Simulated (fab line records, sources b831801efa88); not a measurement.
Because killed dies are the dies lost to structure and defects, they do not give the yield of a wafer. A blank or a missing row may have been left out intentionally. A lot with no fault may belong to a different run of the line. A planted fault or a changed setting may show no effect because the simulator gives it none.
Which tool did it? | flow sky130 | 39 wafers from 13 lots sampled at 2 of the route's 708 steps

== WHAT THE GAUGES READ, wafer by wafer ==
SKY_LDD_P_CD_MEAS_07 targets a cd of 380 nm. Usual: cdNm reads 380.5 nm (standard deviation 2.3).
lot  | measured     | on       | cdNm (nm)                           | flag
L454 | day 19 04:25 | cdSem-02 | 380.3 378.3 379.6                   | 
L456 | day 19 19:05 | cdSem-02 | 382.8 384.5 386.9                   | 
L457 | day 20 02:58 | cdSem-02 | 379.8 380.7 379.0                   | 
L458 | day 20 14:34 | cdSem-02 | 377.6 377.2 378.0                   | 
L459 | day 20 21:24 | cdSem-02 | 381.5 380.2 380.1                   | 
L461 | day 21 20:46 | cdSem-01 | 375.8 374.2 374.0 375.4 374.3 373.9 | 
L462 | day 21 23:29 | cdSem-01 | 378.7 379.8 380.3                   | 
L471 | day 25 07:20 | cdSem-01 | 380.0 379.8 378.4                   | 
L473 | day 26 00:32 | cdSem-02 | 376.8 374.6 376.2                   | 
L474 | day 26 05:05 | cdSem-02 | 380.5 381.3 380.1                   | 
L475 | day 26 10:26 | cdSem-02 | 381.5 379.4 378.3                   | 
L476 | day 27 03:34 | cdSem-01 | 382.4 380.3 383.7                   | 
L477 | day 27 07:37 | cdSem-01 | 384.5 379.3 381.2                   | 

== TOOL THAT RAN EACH LOT (tool first, then ch and the chambers of the sampled wafers, then the start) ==
lot  | SKY_LDD_P_DEVELOP_06
L454 | lithoTrack-01 ch 0, day 19 04:16
L456 | lithoTrack-04 ch 0, day 19 18:56
L457 | lithoTrack-01 ch 0, day 20 02:49
L458 | lithoTrack-02 ch 0, day 20 14:25
L459 | lithoTrack-02 ch 0, day 20 21:16
L461 | lithoTrack-01 ch 0, day 21 20:37
L462 | lithoTrack-04 ch 0, day 21 23:20
L471 | lithoTrack-04 ch 0, day 25 07:11
L473 | lithoTrack-04 ch 0, day 26 00:23
L474 | lithoTrack-01 ch 0, day 26 04:57
L475 | lithoTrack-01 ch 0, day 26 10:18
L476 | lithoTrack-02 ch 0, day 27 03:26
L477 | lithoTrack-01 ch 0, day 27 07:28
- SKY_LDD_P_DEVELOP_06: develop time 60 s.

== WHAT THE TOOLS THEMSELVES READ (means of the sampled wafers that have a number; where no wafer has one, the mark that the record gives instead) ==
SKY_LDD_P_DEVELOP_06. Usual: resistLineTempC reads 23.00 C (standard deviation 0.11).
lot  | tool          | resistLineTempC (C) | flag
L454 | lithoTrack-01 | 22.87               | 
L456 | lithoTrack-04 | 23.09               | 
L457 | lithoTrack-01 | 22.96               | 
L458 | lithoTrack-02 | 22.92               | 
L459 | lithoTrack-02 | 22.84               | 
L461 | lithoTrack-01 | 22.99               | 
L462 | lithoTrack-04 | 22.91               | 
L471 | lithoTrack-04 | 23.08               | 
L473 | lithoTrack-04 | 23.09               | 
L474 | lithoTrack-01 | 23.04               | 
L475 | lithoTrack-01 | 22.96               | 
L476 | lithoTrack-02 | 23.07               | 
L477 | lithoTrack-01 | 23.13               | 

== THE ANSWER, worked out from the rows above alone ==
Rule: a lot is off if the mean of its wafers that have a number lies more than 3 standard deviations from the usual mean. Also off: a lot with no number at a reading for which 4 or more lots have one. All remaining lots with rows at the step are treated as sound. Order of review: gauges by route order, followed by the tools' own readings, for which a lot's mean as printed above is used. At the first step where some lot is off, the reading lying furthest off is the one used; lots without a number count as furthest.
None of the lots is off at any reading shown; this tells nothing.

== WHAT THE SIMULATOR HAD INSERTED ==
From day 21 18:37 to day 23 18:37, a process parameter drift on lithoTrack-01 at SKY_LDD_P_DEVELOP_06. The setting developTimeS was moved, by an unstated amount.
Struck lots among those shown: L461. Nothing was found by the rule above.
